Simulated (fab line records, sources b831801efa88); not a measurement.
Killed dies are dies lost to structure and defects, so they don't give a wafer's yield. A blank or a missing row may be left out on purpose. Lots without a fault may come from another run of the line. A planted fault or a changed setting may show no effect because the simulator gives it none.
Problem report in the 8D (eight disciplines) form, filled by code | flow sfq_line | the parts of the form that need people (team, actions taken, sign-off) are left out

1. THE PROBLEM
oes_product_au at SFQ_TRILAYER_C5_ETCH_VIA_ETCH_154 reads a mean of 0.799 a.u. on 3 wafers of 2 lots; wafers without a fault read 0.891 a.u. with a standard deviation of 0.0084. That is -11 standard deviations from the usual mean.
The step: etches SiO2 in CHF3, stops on Nb, target depth 84 nm.
First seen on wafer L115.2, day 71 21:47, on rie_diel-03. The record holds 40 wafers of 14 lots with a number at this step. Rule for "out", or "out of limits": more than 4 standard deviations from the usual mean. The other wafers with a number count as sound.

2. WHAT IT IS AND WHAT IT IS NOT
question                    | is                       | is not
which readings at this step | oes_product_au           | drypump_motor_current_A
which lots                  | L115, L122               | L107, L108, L109, L110, L111, L113, L123, L124, L126, L127, L128, L129
which wafers of those lots  | L115.2, L122.1, L122.2   | L115.6
read on which tools         | rie_diel-01, rie_diel-03 | rie_diel-04
when                        | from day 71 21:47        | up to then (19 sound wafers); but 18 sound wafers of L123, L124, L126, L127, L128, L129 came after

3. SUSPECTS, AND WHAT RULES EACH OUT
Counting: a tool at a process step up to the reading stays a suspect if it ran every lot that is out. Sound lots after the first of them don't rule it out here, since some wafers of a struck lot are sound.
- pecvd-03 at SFQ_TRILAYER_A5C_DEP_PECVD_142 (deposits SiO2 from SiH4/N2O, time 15.556 s, target thk 70 nm): kept. It ran every lot that is out, first L115 (day 66 21:28); its last sound lot up to then is L113 (day 66 14:15).
Left after counting: pecvd-03 at SFQ_TRILAYER_A5C_DEP_PECVD_142.

4. THE CAUSE (what the simulator had put in)
Process parameter drift: pecvd-03, from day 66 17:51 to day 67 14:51, at SFQ_TRILAYER_A5C_DEP_PECVD_142. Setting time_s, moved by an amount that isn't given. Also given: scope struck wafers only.
Counting left only this tool.

5. THE CHAIN OF EFFECTS, in route order
Each row: a reading whose mean over the struck wafers that have a number lies more than 3 standard deviations from the usual. Only readings for which the record gives a usual standard deviation are gone through. hours: the time from each lot's start at the first step in this table that gives one to its start at this step, as a median over the lots. sigmas: the change in usual standard deviations.
hours | step                              | reading        | usual      | on struck wafers | change | sigmas
0     | SFQ_TRILAYER_C5_ETCH_VIA_ETCH_154 | oes_product_au | 0.891 a.u. | 0.799            | -0.092 | -11
The process steps in it:
- SFQ_TRILAYER_C5_ETCH_VIA_ETCH_154: etches SiO2 in CHF3, stops on Nb, target depth 84 nm.

6. WHAT WOULD HAVE CAUGHT IT SOONER
In this record the first reading out of limits was taken at day 71 21:47, 124 hours after the fault began at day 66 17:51.
Of the tool readings at SFQ_TRILAYER_A5C_DEP_PECVD_142 for which the record gives a usual standard deviation, none was out on any struck wafer, so an alarm limit of 4 standard deviations on them would not have fired.
All the lots that are out (2) had begun SFQ_TRILAYER_A5C_DEP_PECVD_142 on pecvd-03 by day 71 21:47. A hold on the tool at that time would have spared none of them.
